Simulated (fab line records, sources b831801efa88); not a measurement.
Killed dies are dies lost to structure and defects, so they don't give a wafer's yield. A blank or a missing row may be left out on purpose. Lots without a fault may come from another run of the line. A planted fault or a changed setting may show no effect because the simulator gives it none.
Which tool did it? | flow sfq_line | 13 lots, 37 wafers sampled, at 4 steps of a route of 325

WHAT THE GAUGES READ, wafer by wafer
SFQ_INCOMING_BOW_MEAS_900.
lot  | measured    | on            | INCOMING_BOW (um)
L122 | day 1 10:00 | film_metro-02 | -5 1 0
L123 | day 1 15:00 | film_metro-01 | -2 -5 -9
L124 | day 1 20:02 | film_metro-01 | -9 -4 6
L125 | day 2 01:00 | film_metro-04 | -3 4 -1
L126 | day 2 06:01 | film_metro-04 | -4 3 8
L127 | day 2 11:00 | film_metro-02 | -4 10 9
L128 | day 2 16:01 | film_metro-02 | 2 8 1
L135 | day 4 03:01 | film_metro-04 | -6 -6
L136 | day 4 08:00 | film_metro-04 | 3 -6 2
L138 | day 4 18:01 | film_metro-02 | -3 17
L139 | day 4 23:10 | film_metro-02 | 10 -1 -7
L144 | day 6 00:00 | film_metro-02 | -1 -11 -4
L145 | day 6 05:00 | film_metro-02 | -2 -6 7

SFQ_I1_OVL_MEAS_913.
lot  | measured     | on         | I1_OVL (nm)
L122 | day 17 07:56 | overlay-02 | 4 -1 3
L123 | day 17 18:44 | overlay-02 | -5 -4 -2
L124 | day 18 12:45 | overlay-02 | 10 3 5
L125 | day 19 02:56 | overlay-02 | -6 -1 -4
L126 | day 19 06:32 | overlay-02 | 18 16 18
L127 | day 19 19:44 | overlay-01 | -6 14 -4
L128 | day 20 05:20 | overlay-01 | -4 -16 -4
L135 | day 22 07:44 | overlay-01 | 6 -3
L136 | day 22 23:20 | overlay-02 | -9 -1 -7
L138 | day 23 13:06 | overlay-02 | 1 5
L139 | day 23 22:43 | overlay-02 | 0 -10 0
L144 | day 25 08:25 | overlay-01 | -9 3 -8
L145 | day 25 20:25 | overlay-01 | 1 7 16

SFQ_M3_RS_MEAS_919: measures by four-point-probe.
lot  | measured     | on            | M3_NB_RS (ohm/sq)
L122 | day 29 06:40 | film_metro-04 | 0.892 0.896 0.892
L123 | day 30 04:16 | film_metro-04 | 0.894 0.896 0.900
L124 | day 30 19:52 | film_metro-01 | 0.870 0.875 0.873
L125 | day 31 06:46 | film_metro-01 | 0.894 0.896 0.891
L126 | day 31 09:10 | film_metro-04 | 0.877 0.878 0.892
L127 | day 32 04:32 | film_metro-02 | 0.912 0.898 0.903
L128 | day 32 17:34 | film_metro-01 | 0.899 0.891 0.892
L135 | day 35 20:05 | film_metro-01 | 0.956 0.866
L136 | day 36 20:13 | film_metro-02 | 0.874 0.958 0.878
L138 | day 37 05:57 | film_metro-01 | 0.948 0.864
L139 | day 37 07:11 | film_metro-01 | 0.898 0.912 0.894
L144 | day 38 01:53 | film_metro-04 | 0.893 0.914 0.888
L145 | day 38 14:35 | film_metro-04 | 0.918 0.888 0.884

WHICH TOOL RAN EACH LOT (tool, then ch and the chambers of the sampled wafers, then the start)
lot  | SFQ_TRILAYER_M3_DEP_SPUTTER_073
L122 | pvd_sputter-03, day 29 06:34
L123 | pvd_sputter-05, day 30 04:10
L124 | pvd_sputter-03, day 30 19:44
L125 | pvd_sputter-05, day 31 06:40
L126 | pvd_sputter-03, day 31 09:03
L127 | pvd_sputter-06, day 32 04:27
L128 | pvd_sputter-03, day 32 17:27
L135 | pvd_sputter-06, day 35 19:59
L136 | pvd_sputter-06, day 36 20:07
L138 | pvd_sputter-06, day 37 05:50
L139 | pvd_sputter-05, day 37 07:02
L144 | pvd_sputter-05, day 38 01:47
L145 | pvd_sputter-05, day 38 14:29
- SFQ_TRILAYER_M3_DEP_SPUTTER_073: material Nb, target thk 200 nm, time 133.3 s.

WHAT THE TOOLS THEMSELVES READ (means of the sampled wafers that have a number; where no wafer has one, the mark that the record gives instead)
SFQ_TRILAYER_M3_DEP_SPUTTER_073.
lot  | tool           | base_pressure_pa (Pa) | throttle_valve_pct (%)
L122 | pvd_sputter-03 | 1.37e-06              | 30.7
L123 | pvd_sputter-05 | 1.34e-06              | 27.8
L124 | pvd_sputter-03 | 1.37e-06              | 29.9
L125 | pvd_sputter-05 | 1.30e-06              | 27.6
L126 | pvd_sputter-03 | 1.40e-06              | 30.3
L127 | pvd_sputter-06 | 1.31e-06              | 29.7
L128 | pvd_sputter-03 | 1.36e-06              | 30.8
L135 | pvd_sputter-06 | 1.41e-06              | 29.7
L136 | pvd_sputter-06 | 1.39e-06              | 29.7
L138 | pvd_sputter-06 | 1.37e-06              | 29.8
L139 | pvd_sputter-05 | 1.37e-06              | 28.3
L144 | pvd_sputter-05 | 1.28e-06              | 28.4
L145 | pvd_sputter-05 | 1.28e-06              | 28.5

THE ANSWER, worked out from the rows above alone
Rule: what is usual is taken from the lots themselves. Put in order of their means at a reading, lots are off if they are a third of the lots or fewer, leave a main group of 4 or more, and stand apart from it by a gap of 3 or more times the standard deviation of the main group's means; of several such gaps the widest counts. A main group whose means are all the same, to the digits that the tables above print for the reading, isn't used. A lot without any number at a reading at which 4 lots or more have one is off too. The other lots that the step has rows for count as sound. The gauges are gone through in route order, then the tools' own readings, and for those a lot's mean is taken as printed above. The first step at which some lot is off is used, and at that step the reading that is off furthest; a lot without a number counts as furthest.
No lot is off at any reading shown: from this, nothing can be told.

WHAT THE SIMULATOR HAD PUT IN
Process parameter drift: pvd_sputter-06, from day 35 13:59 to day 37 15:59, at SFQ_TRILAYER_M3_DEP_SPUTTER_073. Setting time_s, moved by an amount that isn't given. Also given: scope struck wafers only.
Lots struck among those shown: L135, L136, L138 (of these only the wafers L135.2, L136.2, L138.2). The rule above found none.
